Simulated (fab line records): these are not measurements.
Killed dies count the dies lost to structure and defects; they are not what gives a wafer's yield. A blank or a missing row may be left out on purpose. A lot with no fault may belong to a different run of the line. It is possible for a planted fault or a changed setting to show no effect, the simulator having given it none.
Problem report, 8D (eight disciplines) form, completed by code | flow sky130 | the parts of the form that need people (team, actions taken, sign-off) are left out

## 1. THE ISSUE
Wafers without a fault read 300.0 sccm, standard deviation 0.87; n2FlowSccm at SKY_POLY_GATE_STRIP_18 reads a mean of 239.9 sccm on 6 wafers belonging to 2 lots. That is -69 standard deviations from the usual mean.
The step: strips in O2/N2.
Seen first at day 18 02:23 on plasmaAsher-04, wafer L762.1. The record has a number at this step for 36 wafers belonging to 12 lots. By rule, "out" or "out of limits" means more than 4 standard deviations away from the usual mean. Any other wafer with a number is counted as sound.

## 2. WHAT IT IS AND WHAT IT IS NOT
question                    | is                     | is not
which readings at this step | n2FlowSccm             | drypumpMotorCurrentA, o2FlowSccm, stripTimeToEndpointS
which lots                  | L762, L765             | L761, L764, L771, L772, L773, L774, L775, L777, L778, L780
which wafers of those lots  | all that have a number | -
read on which tools         | plasmaAsher-04         | plasmaAsher-02, plasmaAsher-03
when                        | from day 18 02:23      | up to then (3 sound wafers); but 27 sound wafers of L764, L771, L772, L773, L774, L775, L777, L778, L780 came after

## 3. WHAT RULES OUT EACH SUSPECT
Counting: any tool at a process step up to the reading is kept as a suspect provided that every lot that is out went through it and no sound lot did after the first of them.
- plasmaAsher-04 at SKY_POLY_GATE_STRIP_18 (strips in O2/N2): ruled out as a lasting fault. Following L762 (day 18 02:23), the first lot on it that is out, the sound lots L773, L777, L780 were run on it.
Left after counting: nothing in the record.

## 4. THE CAUSE (what the simulator had put in)
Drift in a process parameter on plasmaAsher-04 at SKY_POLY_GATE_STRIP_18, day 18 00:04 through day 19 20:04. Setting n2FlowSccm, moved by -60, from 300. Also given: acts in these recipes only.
Counting ruled it out, wrongly.

## 5. THE EFFECT CHAIN, in route order
One row per reading whose mean, taken over the struck wafers that have a number, lies over 3 standard deviations from the usual. Readings are gone through only where the record gives a usual standard deviation; hours: the median, over the lots, of the time from a lot's start at the first step in this table giving one to that lot's start at this step; sigmas: the change measured in usual standard deviations.
hours | step                   | reading    | usual      | on struck wafers | change | sigmas
0     | SKY_POLY_GATE_STRIP_18 | n2FlowSccm | 300.0 sccm | 239.9            | -60.1  | -69
The process steps in it:
- SKY_POLY_GATE_STRIP_18: strips in O2/N2.

## 6. HOW IT WOULD HAVE BEEN CAUGHT EARLIER
In this record no reading fell out of limits until day 18 02:23, 2 hours after the fault had begun at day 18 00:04.
